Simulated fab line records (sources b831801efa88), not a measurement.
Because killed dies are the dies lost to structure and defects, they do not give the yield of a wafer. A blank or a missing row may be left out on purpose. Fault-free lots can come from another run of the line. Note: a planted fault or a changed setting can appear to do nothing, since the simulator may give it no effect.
fab line records	flow sky130
record lots=6	wafers=18	last_day=50
route steps=708 shown LI_CONTACT@383 LOCAL_INTERCONNECT@387 PAD_OPEN@708
lots that met no fault: taken from a fault-free run of the same line
start_h: start of the lot's first displayed wafer, in hours after the record's first day	wait_h: hours since the lot's step before	" same as the row above	L1.1+2: one row covering several wafers at once	- no value, or no start was given	* or withheld: withheld	< > ~ a bound
route shown NAME@n: NAME is a module with steps in the file, n the number in the route of the first one	usual: mean/standard deviation of fault-free wafers	same: alike in all rows	chamber/n: place in a boat	sites: the reading at each site	_std_site: how widely they spread, as a standard deviation	_edge_site: outer sites' mean less inner sites'	radius_mm: for every site, how far away it sits from the centre of the wafer	mask NAME#n: copy n	behind: the tool/chamber that last shaped the wafer	hold: why the lot went on hold/how many hours it stayed there/how the hold came to an end	device: the n, p or np transistor that did not switch	end of line: tests of these same wafers at the route's end	step lacking rows: just its recipe	killed: dies that structure and defects cost at the first sort, which is not the same as the wafer's yield	map: shows each die of a wafer: x if killed, . if not, _ if none is there
set.NAME: setting as actually run; set.NAME@STEP: the setting as run at that earlier step	model.NAME: the simulator's own value behind a step, which no gauge read
a table for each step, a row for each wafer; lots at some steps of the route
services: a tool's chamber out of use, with start hour (start_h, from the record's first day; less than 0 if before it), hours out, and reason
## steps
# step SKY_LI_CONTACT_CVD_21
# recipe material=W	target_thk_nm=400	time_s=120.56	temp_c=400	pressure_torr=40
# usual heater_power_w=809/56
lot.wafer	tool	chamber	start_h	wait_h	heater_power_w
L382.3	cvd_w-01	1	687.17	0.1	806
L382.5	"	0	"	"	756
L382.6	"	1	"	"	802
L383.1	cvd_w-01	1	695.25	0.0	803
L383.2	"	0	"	"	768
L383.4	"	0	"	"	777
L386.1	cvd_w-01	0	720.98	0.0	752
L386.3	"	1	"	"	813
L386.5	"	0	"	"	764
L393.2	cvd_w-02	1	774.30	0.0	898
L393.3	"	1	"	"	922
L393.6	"	1	"	"	896
L396.1	cvd_w-01	0	800.18	0.0	767
L396.5	"	0	"	"	769
L396.6	"	1	"	"	798
L402.1	cvd_w-02	0	844.95	0.0	758
L402.5	"	1	"	"	911
L402.6	"	0	"	"	785
# step SKY_LI_CONTACT_RS_MEAS_22
# recipe thk_meas_gauge=four-point-probe	reads=W_of_LI_CONTACT_CVD_21+TiN_of_LI_CONTACT_SPUTTER_20+Ti_of_LI_CONTACT_SPUTTER_19
# usual LI_CONTACT_W_RS=0.284/0.0038
lot.wafer	tool	chamber	start_h	wait_h	LI_CONTACT_W_RS[ohm/sq]
L382.3	film_metro-02	-	687.29	0.1	0.283
L382.5	"	-	"	"	0.278
L382.6	"	-	"	"	0.278
L383.1	film_metro-04	-	695.37	0.1	0.289
L383.2	"	-	"	"	0.283
L383.4	"	-	"	"	0.283
L386.1	film_metro-02	-	721.18	0.2	0.280
L386.3	"	-	"	"	0.281
L386.5	"	-	"	"	0.278
L393.2	film_metro-04	-	774.45	0.1	0.288
L393.3	"	-	"	"	0.287
L393.6	"	-	"	"	0.286
L396.1	film_metro-01	-	800.30	0.1	0.281
L396.5	"	-	"	"	0.278
L396.6	"	-	"	"	0.280
L402.1	film_metro-01	-	845.07	0.1	0.286
L402.5	"	-	"	"	0.285
L402.6	"	-	"	"	0.285
# step SKY_LI_CONTACT_THK_MEAS_23
# recipe thk_meas_gauge=xrf	reads=W_of_LI_CONTACT_CVD_21
# usual LI_CONTACT_W_THK=410/6.2
lot.wafer	tool	chamber	start_h	wait_h	LI_CONTACT_W_THK[nm]
L382.3	film_metro-02	-	687.39	0.1	400
L382.5	"	-	"	"	408
L382.6	"	-	"	"	409
L383.1	film_metro-04	-	695.49	0.1	403
L383.2	"	-	"	"	412
L383.4	"	-	"	"	410
L386.1	film_metro-02	-	721.30	0.1	411
L386.3	"	-	"	"	410
L386.5	"	-	"	"	412
L393.2	film_metro-04	-	774.56	0.1	410
L393.3	"	-	"	"	413
L393.6	"	-	"	"	412
L396.1	film_metro-01	-	800.42	0.1	416
L396.5	"	-	"	"	416
L396.6	"	-	"	"	414
L402.1	film_metro-01	-	845.19	0.1	410
L402.5	"	-	"	"	412
L402.6	"	-	"	"	410
# step SKY_LI_CONTACT_CMP_24
# recipe stop_on=PSG	t_overpolish_s=20	down_force_psi=3.5	platen_rpm=60	target_thk_nm=0	pad_velocity_m_s=0.94248
# usual motor_current_A=11.0/0.84	overpolish_run_s=20.000/0.0088	time_to_endpoint_s=96/4.4
lot.wafer	tool	chamber	start_h	wait_h	motor_current_A	overpolish_run_s	time_to_endpoint_s
L382.3	cmp-01	3	687.58	0.2	11.4	20.005	102
L382.5	"	0	"	"	12.3	19.997	99
L382.6	"	1	"	"	10.4	20.002	97
L383.4	cmp-01	0	695.55	0.0	12.0	19.998	98
L383.1	"	1	"	"	10.3	19.997	101
L383.2	"	3	"	"	11.8	20.015	102
L386.1	cmp-02	0	721.46	0.1	11.8	20.011	98
L386.3	"	1	"	"	10.7	19.993	88
L386.5	"	2	"	"	11.0	20.005	97
L393.3	cmp-02	3	774.61	0.0	10.0	20.023	102
L393.2	"	0	"	"	11.8	19.998	96
L393.6	"	3	"	"	9.8	19.989	100
L396.1	cmp-01	3	800.63	0.2	11.1	19.997	99
L396.5	"	0	"	"	12.6	20.017	94
L396.6	"	1	"	"	10.5	20.019	96
L402.1	cmp-01	3	845.25	0.1	11.0	20.008	95
L402.6	"	3	"	"	10.9	19.991	98
L402.5	"	0	"	"	12.3	19.972	94
# step SKY_LOCAL_INTERCONNECT_SPUTTER_00
# recipe material=TiN	target_thk_nm=100	temp_c=300	power_w=6500	time_s=83.3	chamber_pressure_pa=0.4
# usual throttle_valve_pct=29.8/1.3
lot.wafer	tool	chamber	start_h	wait_h	throttle_valve_pct
L382.3	pvd_sputter-03	-	687.73	0.1	31.6
L382.5	"	-	"	"	31.0
L382.6	"	-	"	"	30.7
L383.1	pvd_sputter-02	-	695.85	0.2	29.7
L383.2	"	-	"	"	27.7
L383.4	"	-	"	"	29.2
L386.1	pvd_sputter-02	-	721.66	0.1	29.5
L386.3	"	-	"	"	29.1
L386.5	"	-	"	"	29.7
L393.2	pvd_sputter-04	-	774.91	0.2	30.5
L393.3	"	-	"	"	30.8
L393.6	"	-	"	"	30.8
L396.1	pvd_sputter-04	-	800.78	0.1	30.9
L396.5	"	-	"	"	31.0
L396.6	"	-	"	"	30.6
L402.1	pvd_sputter-02	-	845.55	0.2	27.9
L402.5	"	-	"	"	27.9
L402.6	"	-	"	"	28.9
# step SKY_LOCAL_INTERCONNECT_RS_MEAS_01
# recipe thk_meas_gauge=four-point-probe	reads=TiN_of_LOCAL_INTERCONNECT_SPUTTER_00
# usual LOCAL_INTERCONNECT_TIN_RS=14.06/0.19
lot.wafer	tool	chamber	start_h	wait_h	LOCAL_INTERCONNECT_TIN_RS[ohm/sq]
L382.3	film_metro-03	-	687.84	0.1	13.79
L382.5	"	-	"	"	13.92
L382.6	"	-	"	"	13.77
L383.1	film_metro-04	-	695.91	0.0	14.28
L383.2	"	-	"	"	14.23
L383.4	"	-	"	"	14.33
L386.1	film_metro-04	-	721.72	0.0	14.24
L386.3	"	-	"	"	14.09
L386.5	"	-	"	"	14.00
L393.2	film_metro-03	-	774.99	0.1	14.01
L393.3	"	-	"	"	14.09
L393.6	"	-	"	"	14.24
L396.1	film_metro-03	-	800.85	0.0	14.40
L396.5	"	-	"	"	14.46
L396.6	"	-	"	"	14.04
L402.1	film_metro-03	-	845.61	0.0	14.01
L402.5	"	-	"	"	13.92
L402.6	"	-	"	"	13.83
# step SKY_LOCAL_INTERCONNECT_THK_MEAS_02
# recipe thk_meas_gauge=xrf	reads=TiN_of_LOCAL_INTERCONNECT_SPUTTER_00
# usual LOCAL_INTERCONNECT_TIN_THK=99.2/1.4
lot.wafer	tool	chamber	start_h	wait_h	LOCAL_INTERCONNECT_TIN_THK[nm]
L382.3	film_metro-03	-	687.94	0.1	101.2
L382.5	"	-	"	"	100.5
L382.6	"	-	"	"	101.5
L383.1	film_metro-04	-	696.03	0.1	97.4
L383.2	"	-	"	"	97.6
L383.4	"	-	"	"	97.3
L386.1	film_metro-04	-	721.84	0.1	98.6
L386.3	"	-	"	"	99.1
L386.5	"	-	"	"	100.1
L393.2	film_metro-03	-	775.10	0.1	100.0
L393.3	"	-	"	"	99.5
L393.6	"	-	"	"	98.7
L396.1	film_metro-03	-	800.97	0.1	96.7
L396.5	"	-	"	"	97.0
L396.6	"	-	"	"	99.0
L402.1	film_metro-03	-	845.73	0.1	99.0
L402.5	"	-	"	"	99.5
L402.6	"	-	"	"	101.0
# step SKY_LOCAL_INTERCONNECT_DEHYDRATE_03
# recipe temp_c=200	time_s=60
# step SKY_LOCAL_INTERCONNECT_HMDS_04
# recipe prime_time_s=60	prime_temp_c=120
# step SKY_LOCAL_INTERCONNECT_COAT_05
# recipe resist=BARC	temp_c=withheld	time_s=withheld	spin_rpm=3000	resist_thk_nm=60
# step SKY_LOCAL_INTERCONNECT_COAT_06
# recipe resist=KrF-thick	spin_rpm=3000	resist_thk_nm=450
# step SKY_LOCAL_INTERCONNECT_SOFTBAKE_07
# recipe temp_c=100	time_s=90	resist=KrF-thick
# step SKY_LOCAL_INTERCONNECT_EXPOSE_08
# recipe mask_id=LI1M	na=0.8	source_shape=annular	sigma_inner=0.55	sigma_outer=0.85	target_cd_nm=170	dose_mj=28
# same sigma_inner=0.55
lot.wafer	tool	chamber	start_h	wait_h	mask
L382.3+5+6	krf_scanner-02	0	702.15	-	LI1M#0
L383.1+2+4	krf_scanner-02	0	710.43	-	LI1M#0
L386.1+3+5	krf_scanner-02	0	735.39	-	LI1M#0
L393.2+3+6	krf_scanner-02	0	787.92	-	LI1M#0
L396.1+5+6	krf_scanner-01	0	814.21	-	LI1M#0
L402.1+5+6	krf_scanner-01	0	859.30	-	LI1M#0
# step SKY_LOCAL_INTERCONNECT_PEB_09
# recipe peb_temp_c=withheld	peb_time_s=withheld	resist=KrF-thick
# step SKY_LOCAL_INTERCONNECT_DEVELOP_10
# recipe develop_time_s=60	resist=KrF-thick	dev_temp_c=21
# step SKY_LOCAL_INTERCONNECT_CD_MEAS_11
# recipe target_cd_nm=170
# usual cd_nm=169.3/1.3
lot.wafer	tool	chamber	start_h	wait_h	cd_nm
L382.3	cd_sem-02	-	716.25	-	168.3
L382.5	"	-	"	"	169.8
L382.6	"	-	"	"	170.6
L383.1	cd_sem-02	-	724.52	-	126.3
L383.2	"	-	"	"	173.1
L383.4	"	-	"	"	170.3
L386.1	cd_sem-02	-	748.77	-	121.3
L386.3	"	-	"	"	123.7
L386.5	"	-	"	"	167.1
L393.2	cd_sem-02	-	800.83	-	168.7
L393.3	"	-	"	"	169.9
L393.6	"	-	"	"	168.9
L396.1	cd_sem-02	-	827.22	-	167.6
L396.5	"	-	"	"	167.3
L396.6	"	-	"	"	168.3
L402.1	cd_sem-01	-	871.42	-	168.5
L402.5	"	-	"	"	168.8
L402.6	"	-	"	"	169.6
# step SKY_LOCAL_INTERCONNECT_OVL_MEAS_12
# usual LOCAL_INTERCONNECT_OVL=4/5.1
lot.wafer	tool	chamber	start_h	wait_h	LOCAL_INTERCONNECT_OVL[nm]
L382.3	overlay-01	-	716.35	0.1	8
L382.5	"	-	"	"	12
L382.6	"	-	"	"	14
L383.1	overlay-01	-	724.64	0.1	2
L383.2	"	-	"	"	3
L383.4	"	-	"	"	5
L386.1	overlay-01	-	748.89	0.1	3
L386.3	"	-	"	"	4
L386.5	"	-	"	"	1
L393.2	overlay-02	-	800.94	0.1	5
L393.3	"	-	"	"	4
L393.6	"	-	"	"	0
L396.1	overlay-01	-	827.34	0.1	14
L396.5	"	-	"	"	5
L396.6	"	-	"	"	14
L402.1	overlay-02	-	871.54	0.1	5
L402.5	"	-	"	"	5
L402.6	"	-	"	"	10
# step SKY_LOCAL_INTERCONNECT_ETCH_13
# recipe chemistry=N2/H2	target=BARC	ion_energy_ev=200	bias_w=100	pressure_mtorr=30	n2_flow_sccm=100	h2_flow_sccm=200	icp_w=500	stop_on=SiO2	time_s=45.9	target_depth_a=600
# usual bias_w=100.0/0.31	drypump_motor_current_A=5.9/0.5	oes_product_au=0.854/0.0048	throttle_valve_pct=13.227/0.0096
lot.wafer	tool	chamber	start_h	wait_h	bias_w	drypump_motor_current_A	oes_product_au	rf_hours_counter_h	throttle_valve_pct	model.LOCAL_INTERCONNECT.cd_nm
L382.3	rie_metal-03	0	716.39	0.0	100.1	5.7	0.854	-	13.231	169.7
L382.5	"	1	"	"	100.1	5.1	0.862	-	13.225	170.5
L382.6	"	0	"	"	100.4	5.7	0.850	-	13.217	171.8
L383.1	rie_metal-03	1	724.68	0.0	100.1	5.1	0.858	7	13.220	126.9
L383.2	"	0	"	"	100.0	5.8	0.852	14	13.230	174.5
L383.4	"	1	"	"	100.3	5.1	0.865	-	13.240	170.8
L386.1	rie_metal-03	1	748.93	0.0	99.7	5.1	0.857	8	13.216	121.9
L386.3	"	1	"	"	100.1	5.1	0.858	-	13.210	124.4
L386.5	"	0	"	"	99.9	5.8	0.848	-	13.230	168.2
L393.2	rie_metal-02	0	800.97	0.0	100.0	5.8	0.850	15	13.230	167.7
L393.3	"	1	"	"	100.3	6.5	0.858	-	13.231	170
L393.6	"	1	"	"	100.5	6.5	0.853	-	13.229	169.1
L396.1	rie_metal-03	0	827.38	0.0	100.4	5.8	0.855	17	13.234	168.9
L396.5	"	0	"	"	100.2	5.8	0.860	-	13.217	167.8
L396.6	"	1	"	"	99.8	5.1	0.849	-	13.234	168.2
L402.1	rie_metal-02	1	871.58	0.0	100.1	6.6	0.850	17	13.234	168.9
L402.5	"	0	"	"	99.8	5.8	0.849	-	13.229	169.2
L402.6	"	1	"	"	100.5	6.6	0.848	-	13.220	170.5
# step SKY_LOCAL_INTERCONNECT_METAL_ETCH_14
# recipe target_depth_nm=110	stop_on=PSG	chemistry=Cl2/BCl3	target=TiN	resist_sidewall_deg=88	pressure_mtorr=10	icp_w=900	bias_w=48.5	Cl2_flow_sccm=60	bcl3_flow_sccm=30	time_s=31.4
# usual bias_w=48.49/0.13	drypump_motor_current_A=5.9/0.5	oes_product_au=0.944/0.0089	throttle_valve_pct=21.898/0.01
lot.wafer	tool	chamber	start_h	wait_h	bias_w	drypump_motor_current_A	oes_product_au	rf_hours_counter_h	throttle_valve_pct	model.LOCAL_INTERCONNECT.cd_nm
L382.3	rie_metal-03	0	716.45	0.0	48.63	5.7	0.959	-	21.909	169.7
L382.5	"	1	"	"	48.50	5.1	0.950	-	21.899	169.7
L382.6	"	0	"	"	48.57	5.7	0.962	-	21.875	171.8
L383.1	rie_metal-03	1	724.74	0.0	48.64	5.1	0.940	7	21.897	126.4
L383.2	"	0	"	"	48.56	5.8	0.926	14	21.895	174.7
L383.4	"	1	"	"	48.30	5.1	0.932	-	21.897	170.9
L386.1	rie_metal-03	1	748.99	0.0	48.26	5.1	0.943	8	21.892	121.1
L386.3	"	1	"	"	48.63	5.1	0.948	-	21.883	124.1
L386.5	"	0	"	"	48.40	5.8	0.947	-	21.883	167.7
L393.2	rie_metal-02	0	801.03	0.0	48.48	5.8	0.942	15	21.903	166.8
L393.3	"	1	"	"	48.61	6.5	0.943	-	21.903	169.9
L393.6	"	1	"	"	48.63	6.5	0.940	-	21.898	169.4
L396.1	rie_metal-03	0	827.44	0.0	48.46	5.8	0.935	17	21.892	168.6
L396.5	"	0	"	"	48.28	5.8	0.936	-	21.908	167.3
L396.6	"	1	"	"	48.43	5.1	0.947	-	21.890	168.1
L402.1	rie_metal-02	1	871.64	0.0	48.59	6.6	0.941	17	21.878	169
L402.5	"	0	"	"	48.48	5.8	0.957	-	21.900	168.5
L402.6	"	1	"	"	48.48	6.6	0.954	-	21.903	170.7
# step SKY_LOCAL_INTERCONNECT_STRIP_15
# recipe chemistry=O2/N2	power_w=1400	pressure_mtorr=1500	platen_temp_c=withheld	o2_flow_sccm=3000	n2_flow_sccm=300	overash_fraction=0.5
# usual drypump_motor_current_A=5.79/0.22	oes_product_au=0.427/0.0046	strip_time_to_endpoint_s=4.719/0.021
lot.wafer	tool	chamber	start_h	wait_h	drypump_motor_current_A	oes_product_au	rf_hours_counter_h	strip_time_to_endpoint_s
L382.3	plasma_asher-01	0	716.52	0.1	5.64	0.431	-	4.698
L382.5	"	0	"	"	5.64	0.418	-	4.700
L382.6	"	1	"	"	5.69	0.427	-	4.706
L383.1	plasma_asher-04	1	724.79	0.0	5.90	0.424	30	4.714
L383.2	"	0	"	"	5.55	0.432	30	4.744
L383.4	"	0	"	"	5.57	0.427	-	4.715
L386.1	plasma_asher-01	0	749.04	0.0	5.65	0.425	0	4.709
L386.3	"	1	"	"	5.63	0.432	-	4.721
L386.5	"	1	"	"	5.61	0.430	-	4.728
L393.2	plasma_asher-04	1	801.09	0.0	5.90	0.433	37	4.763
L393.3	"	0	"	"	5.54	0.432	-	4.756
L393.6	"	1	"	"	5.90	0.425	-	4.770
L396.1	plasma_asher-03	0	827.49	0.0	6.25	0.427	70	4.733
L396.5	"	0	"	"	6.26	0.425	-	4.743
L396.6	"	1	"	"	5.76	0.426	-	4.732
L402.1	plasma_asher-04	1	871.69	0.0	5.90	0.431	45	4.717
L402.5	"	1	"	"	5.89	0.429	-	4.707
L402.6	"	0	"	"	5.57	0.425	-	4.731
# step SKY_PAD_OPEN_PROBE_99
# usual killed_at_M0_to_M3=43/7.3	killed_at_M4_up=3.1/1.7	killed_at_contacts=25/5.3	killed_at_front_end=14/4.1	killed_at_other=0.3/0.56	killed_dies=85/9.4	killed_on_rim=17/4	killed_open=46/7.4	killed_short=38/5.8
# same gross_dies=492	killed_at_back_side=0
lot.wafer	tool	chamber	start_h	wait_h	killed_at_M0_to_M3	killed_at_M4_up	killed_at_contacts	killed_at_front_end	killed_at_other	killed_dies	killed_on_rim	killed_open	killed_short
L383.1	prober-01	-	1090.71	0.1	54	2	423	10	0	489	96	55	40
L383.2	prober-01	-	1090.76	0.1	37	6	26	15	0	84	17	45	38
L383.4	prober-01	-	1090.86	0.2	54	1	24	15	0	94	17	50	43
L386.1	prober-02	-	1109.55	0.1	33	3	444	11	1	492	96	41	32
L386.3	prober-02	-	1109.65	0.2	57	3	423	9	0	492	96	51	37
L386.5	prober-02	-	1109.75	0.2	39	4	36	16	1	96	16	48	47
L393.2	prober-01	-	1147.50	0.1	32	5	28	13	0	78	19	44	34
L393.3	prober-01	-	1147.55	0.2	52	1	27	16	1	97	14	55	41
L393.6	prober-01	-	1147.70	0.2	52	4	30	9	0	95	25	56	38
L396.1	prober-02	-	1163.15	0.1	48	5	17	15	0	85	22	53	32
L396.5	prober-02	-	1163.35	0.2	43	2	33	24	0	102	17	58	43
L396.6	prober-02	-	1163.40	0.2	44	2	29	29	1	105	26	60	42
# killed by level:class
L383.1 LOCAL_INTERCONNECT:area_expose=394 VIA1:geometric_particle:open=15 CONTACT:geometric_particle:open=14 METAL2:geometric_particle:short=8 VIA2:geometric_particle:open=7 LI_CONTACT:geometric_particle:open=6 VIA1:geometric_particle:short=6 METAL1:geometric_particle:short=5
L383.2 VIA1:geometric_particle:open=14 LI_CONTACT:geometric_particle:open=9 CONTACT:geometric_particle:short=8 FIELD_ISO:geometric_particle:open=5 CONTACT:geometric_particle:open=5 METAL1:geometric_particle:short=5 POLY_GATE:geometric_particle:short=4 VIA1:geometric_particle:short=4
L383.4 VIA1:geometric_particle:open=14 CONTACT:geometric_particle:open=11 VIA1:geometric_particle:short=7 VIA2:geometric_particle:open=7 POLY_GATE:geometric_particle:short=6 CONTACT:geometric_particle:short=6 METAL1:geometric_particle:short=6 VIA2:geometric_particle:short=4
L386.1 LOCAL_INTERCONNECT:area_expose=418 CONTACT:geometric_particle:open=11 VIA1:geometric_particle:open=8 LI_CONTACT:geometric_particle:open=6 CONTACT:geometric_particle:short=6 METAL1:geometric_particle:short=5 VIA3:geometric_particle:open=5 VIA1:geometric_particle:short=5
L386.3 LOCAL_INTERCONNECT:area_expose=404 VIA1:geometric_particle:open=11 VIA2:geometric_particle:open=9 VIA3:geometric_particle:open=8 LI_CONTACT:geometric_particle:open=6 CONTACT:geometric_particle:short=6 METAL3:geometric_particle:short=6 METAL1:geometric_particle:short=5
L386.5 VIA1:geometric_particle:open=13 CONTACT:geometric_particle:open=11 CONTACT:geometric_particle:short=8 LI_CONTACT:geometric_particle:open=6 VIA3:geometric_particle:open=5 LI_CONTACT:geometric_particle:short=5 LOCAL_INTERCONNECT:geometric_particle:short=5 METAL2:geometric_particle:short=5
L393.2 CONTACT:geometric_particle:open=16 VIA3:geometric_particle:open=7 VIA1:geometric_particle:open=6 VIA1:geometric_particle:short=6 POLY_GATE:geometric_particle:short=5 LI_CONTACT:geometric_particle:open=4 CONTACT:geometric_particle:short=4 METAL1:geometric_particle:short=4
L393.3 VIA1:geometric_particle:open=12 LI_CONTACT:geometric_particle:open=9 VIA3:geometric_particle:open=8 METAL2:geometric_particle:short=8 VIA2:geometric_particle:open=8 CONTACT:geometric_particle:open=7 METAL1:geometric_particle:short=6 CONTACT:geometric_particle:short=5
L393.6 CONTACT:geometric_particle:open=11 VIA3:geometric_particle:open=10 LI_CONTACT:geometric_particle:open=8 VIA2:geometric_particle:open=8 METAL1:geometric_particle:short=7 VIA1:geometric_particle:short=7 VIA1:geometric_particle:open=6 FIELD_ISO:geometric_particle:open=4
L396.1 VIA3:geometric_particle:open=11 VIA2:geometric_particle:open=10 VIA1:geometric_particle:open=9 CONTACT:geometric_particle:open=8 POLY_GATE:geometric_particle:open=6 FIELD_ISO:geometric_particle:open=5 VIA1:geometric_particle:short=5 METAL4:geometric_particle:short=5
L396.5 VIA1:geometric_particle:open=13 CONTACT:geometric_particle:open=11 LI_CONTACT:geometric_particle:open=10 POLY_GATE:geometric_particle:short=7 POLY_GATE:geometric_particle:open=7 FIELD_ISO:geometric_particle:short=5 CONTACT:geometric_particle:short=5 VIA2:geometric_particle:open=5
L396.6 VIA1:geometric_particle:open=13 POLY_GATE:geometric_particle:open=11 POLY_GATE:geometric_particle:short=8 LI_CONTACT:geometric_particle:open=8 VIA2:geometric_particle:open=8 CONTACT:geometric_particle:open=7 VIA3:geometric_particle:open=5 METAL3:geometric_particle:short=5
# map L383.1 (x killed, . not)
__________xxxxxxxxxx_________
________xxxxxxxxxxxxxx_______
______xxxxxxxxxxxxxxxxxx_____
_____xxxxxxxxxxxxxxxxxxxx____
____xxxxxxxxxxxxxxxxxxxxxx___
___xx.xxxxxxxxxxxxxxxxxxxxx__
__xxxxxxxxx.xxxxxxxxxxxxxxxx_
_xxxxxxxxxxxxxxxxxxxxxxxxxxxx
_xxxxxxxxxxxxxxxxxxxxxxxxxxxx
_xxxxxxxxxxxx.xxxxxxxxxxxxxxx
_xxxxxxxxxxxxxxxxxxxxxxxxxxxx
_xxxxxxxxxxxxxxxxxxxxxxxxxxxx
_xxxxxxxxxxxxxxxxxxxxxxxxxxxx
_xxxxxxxxxxxxxxxxxxxxxxxxxxxx
_xxxxxxxxxxxxxxxxxxxxxxxxxxxx
__xxxxxxxxxxxxxxxxxxxxxxxxxx_
___xxxxxxxxxxxxxxxxxxxxxxxx__
____xxxxxxxxxxxxxxxxxxxxxx___
_____xxxxxxxxxxxxxxxxxxxx____
______xxxxxxxxxxxxxxxxxx_____
________xxxxxxxxxxxxxx_______
__________xxxxxxxxxx_________
# map L386.1 (x killed, . not)
__________xxxxxxxxxx_________
________xxxxxxxxxxxxxx_______
______xxxxxxxxxxxxxxxxxx_____
_____xxxxxxxxxxxxxxxxxxxx____
____xxxxxxxxxxxxxxxxxxxxxx___
___xxxxxxxxxxxxxxxxxxxxxxxx__
__xxxxxxxxxxxxxxxxxxxxxxxxxx_
_xxxxxxxxxxxxxxxxxxxxxxxxxxxx
_xxxxxxxxxxxxxxxxxxxxxxxxxxxx
_xxxxxxxxxxxxxxxxxxxxxxxxxxxx
_xxxxxxxxxxxxxxxxxxxxxxxxxxxx
_xxxxxxxxxxxxxxxxxxxxxxxxxxxx
_xxxxxxxxxxxxxxxxxxxxxxxxxxxx
_xxxxxxxxxxxxxxxxxxxxxxxxxxxx
_xxxxxxxxxxxxxxxxxxxxxxxxxxxx
__xxxxxxxxxxxxxxxxxxxxxxxxxx_
___xxxxxxxxxxxxxxxxxxxxxxxx__
____xxxxxxxxxxxxxxxxxxxxxx___
_____xxxxxxxxxxxxxxxxxxxx____
______xxxxxxxxxxxxxxxxxx_____
________xxxxxxxxxxxxxx_______
__________xxxxxxxxxx_________
## services
tool	chamber	start_h	hours	kind
cmp-01	-	663.98	0.5	repair
krf_scanner-01	-	665.32	0.4	repair
rie_metal-02	0	665.95	1.6	repair
rie_metal-03	1	668.69	17.2	repair
pvd_sputter-04	-	669.14	3.8	repair
plasma_asher-04	-	672.88	0.8	repair
cmp-01	-	676.59	1.6	repair
pvd_sputter-02	-	696.52	2.6	repair
cvd_w-01	1	698.93	10.8	repair
cmp-01	-	707.69	4.5	repair
cmp-01	-	744.11	4.0	pm
cmp-01	-	747.65	1.1	repair
cmp-01	-	761.06	4.8	pm
plasma_asher-04	-	775.43	4.1	repair
krf_scanner-02	-	777.26	0.5	repair
krf_scanner-02	-	783.24	1.0	pm
rie_metal-02	-	785.29	1.4	pm
rie_metal-02	-	788.63	0.6	repair
pvd_sputter-02	-	792.97	1.8	repair
rie_metal-03	-	799.87	1.1	repair
krf_scanner-02	-	815.30	0.8	pm
krf_scanner-02	-	822.85	1.3	pm
cvd_w-01	-	854.92	3.8	pm
cvd_w-01	-	865.33	14.6	pm
## key
first_sign step=SKY_LOCAL_INTERCONNECT_CD_MEAS_11	reading=cd_nm	direction=down	sigmas=36	usual=169.3	struck=123.8
effect step=SKY_PAD_OPEN_PROBE_99	reading=killed_at_contacts	direction=up	sigmas=77	usual=25	struck=430
model_effect step=SKY_LOCAL_INTERCONNECT_ETCH_13	value=LOCAL_INTERCONNECT.cd_nm	without=169	struck=124.4
model_effect step=SKY_LOCAL_INTERCONNECT_METAL_ETCH_14	value=LOCAL_INTERCONNECT.cd_nm	without=168.5	struck=123.9
more_kills_born_at SKY_LOCAL_INTERCONNECT_EXPOSE_08@krf_scanner-02=1216
met_at SKY_LOCAL_INTERCONNECT_EXPOSE_08
struck_wafers L383.1,L386.1,L386.3
later_rows_left_out L383.1,L386.1,L386.3
tester_left_out L383,L386
onset_between 702.15 710.43
fault kind=process_parameter_drift	tool=krf_scanner-02	chamber=-	onset_h=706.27	steps=SKY_LOCAL_INTERCONNECT_EXPOSE_08	channel=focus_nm	offset=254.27	shape=step	end_h=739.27	scope=struck_wafers_only
# tester_left_out: of these lots the tester's yield and bins aren't shown, on N5 and GAA mostly nor the transistor test; their killed dies are dies lost to structure and defects alone, not to doping, threshold or leakage, so they don't give the yield
# later_rows_left_out: the simulator's readings of these wafers behind a module that went badly wrong aren't trusted and aren't shown, but for the sort
